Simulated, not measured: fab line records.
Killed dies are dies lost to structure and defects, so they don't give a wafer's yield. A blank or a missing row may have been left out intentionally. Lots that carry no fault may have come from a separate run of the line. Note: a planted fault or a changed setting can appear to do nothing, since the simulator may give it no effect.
Struck lot and sound lot, side by side / flow sky130 / 18 steps out of a route of 708
Sound: these wafers, L219.3, L219.4, L219.6. Struck: wafers L215.2, L215.5. (L215.6 of the same lot was not struck and is left out.) The cause comes at the end.
For every step that has rows: the tool of each side, followed by ch and its chambers, followed by its first start. Under that, the readings that differ: sound wafers / struck wafers / difference of the means / sigmas: that difference in standard deviations of wafers without a fault.
alike: a reading whose means differ by less than 2 such deviations, as well as words and numbers matching on both sides. not compared: withheld readings; readings where some wafer has no value; bounds like >300 that might hide an equal value; numbers whose values overlap and for which the record gives no deviation.
Wherever a step has rows on one side only, a row that says differs or no value, or a row with sigmas, the two part there. When numbers do not overlap yet have no deviation, they are printed without sigmas and do not part them. A reading missing from all wafers of one side parts the sides only when that side holds two or more wafers.

first, 5 steps without rows for these wafers: SKY_VIA4_COAT_06 (resist thk 1140 nm); SKY_VIA4_SOFTBAKE_07 (time 60 s); SKY_VIA4_EXPOSE_08 (exposes mask VIM4, target cd 800 nm); SKY_VIA4_PEB_09; SKY_VIA4_DEVELOP_10 (develop time 60 s).
SKY_VIA4_OVL_MEAS_11:
  sound on overlay-02, day 47 16:19; struck on overlay-02, day 46 17:04
  alike: VIA4_OVL
SKY_VIA4_ETCH_12: etches SiO2 in C4F8/O2/Ar, stops on TiN, target depth 580 nm.
  sound on rie_diel-03 ch 0,1,2, day 47 16:21; struck on rie_diel-04 ch 2,3, day 46 17:06
  alike: bias_w, oes_product_au
SKY_VIA4_STRIP_13: strips in O2/N2.
  sound on plasma_asher-03 ch 0,1, day 47 16:27; struck on plasma_asher-03 ch 1, day 46 17:11
  alike: drypump_motor_current_A, oes_product_au, strip_time_to_endpoint_s
  not compared: rf_hours_counter_h
then, 3 steps without rows for these wafers: SKY_VIA4_STRIP_14 (strips in post etch residue remover, time 1200 s); SKY_VIA4_CLEAN_15 (cleans in IPA, time 180 s); SKY_VIA4_CLEAN_16 (cleans in O3/DIW).
SKY_VIA4_SPUTTER_17: material TiN, target thk 20 nm, time 80 s.
  sound on pvd_sputter-01, day 47 17:01; struck on pvd_sputter-01, day 46 17:49
  alike: throttle_valve_pct
SKY_VIA4_CVD_18: deposits W, target thk 505 nm, time 152.14 s.
  sound on cvd_w-01 ch 0,1, day 47 17:07; struck on cvd_w-02 ch 1, day 46 17:52
reading=heater_power_w (W); sound=733 850 840; struck=702 701; difference=-106; sigmas=-2
reading=model.W_of_VIA4_CVD_18.thk_nm (nm); sound=503.4 497.9 497.6; struck=631.3 629.6; difference=+130.8; sigmas=
SKY_VIA4_RS_MEAS_19: uses a four-point probe to measure.
  sound on film_metro-01, day 47 17:16; struck on film_metro-01, day 46 18:02
reading=VIA4_W_RS (ohm/sq); sound=0.2278 0.2295 0.2297; struck=0.1813 0.1815; difference=-0.0476; sigmas=-16
SKY_VIA4_THK_MEAS_20: measures by xrf.
  sound on film_metro-01, day 47 17:22; struck on film_metro-01, day 46 18:09
reading=VIA4_W_THK (nm); sound=520 514 515; struck=657 658; difference=+141; sigmas=+17
SKY_VIA4_CMP_21: polishes, stops on SiO2, t overpolish 25 s, target thk 0 nm.
  sound on cmp-02 ch 0,1,3, day 47 17:27; struck on cmp-02 ch 2,3, day 46 18:21
reading=time_to_endpoint_s (s); sound=126 125 120; struck=159 155; difference=+33; sigmas=+8
  alike: motor_current_A, platen_rpm
SKY_METAL5_SPUTTER_00: material Ti, target thk 15 nm, time 10 s.
  sound on pvd_sputter-02, day 47 17:42; struck on pvd_sputter-03, day 46 18:30
  alike: throttle_valve_pct
-- the record jumps here: 3 days lie between the struck wafers' starts before and after (it left off in module METAL5 and takes up again in module PAD_OPEN, whose first step shown is number 708 of the route) --
SKY_PAD_OPEN_PROBE_99:
  only the struck wafers here have rows in the record (prober-02, day 49 07:17); the sound ones have none

WHERE THEY PART
Earliest at SKY_VIA4_CVD_18; latest, in this record, at SKY_PAD_OPEN_PROBE_99.

WHY: the cause the simulator had injected
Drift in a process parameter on cvd_w-02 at SKY_VIA4_CVD_18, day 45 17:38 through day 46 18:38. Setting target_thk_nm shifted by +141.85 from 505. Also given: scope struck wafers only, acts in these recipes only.
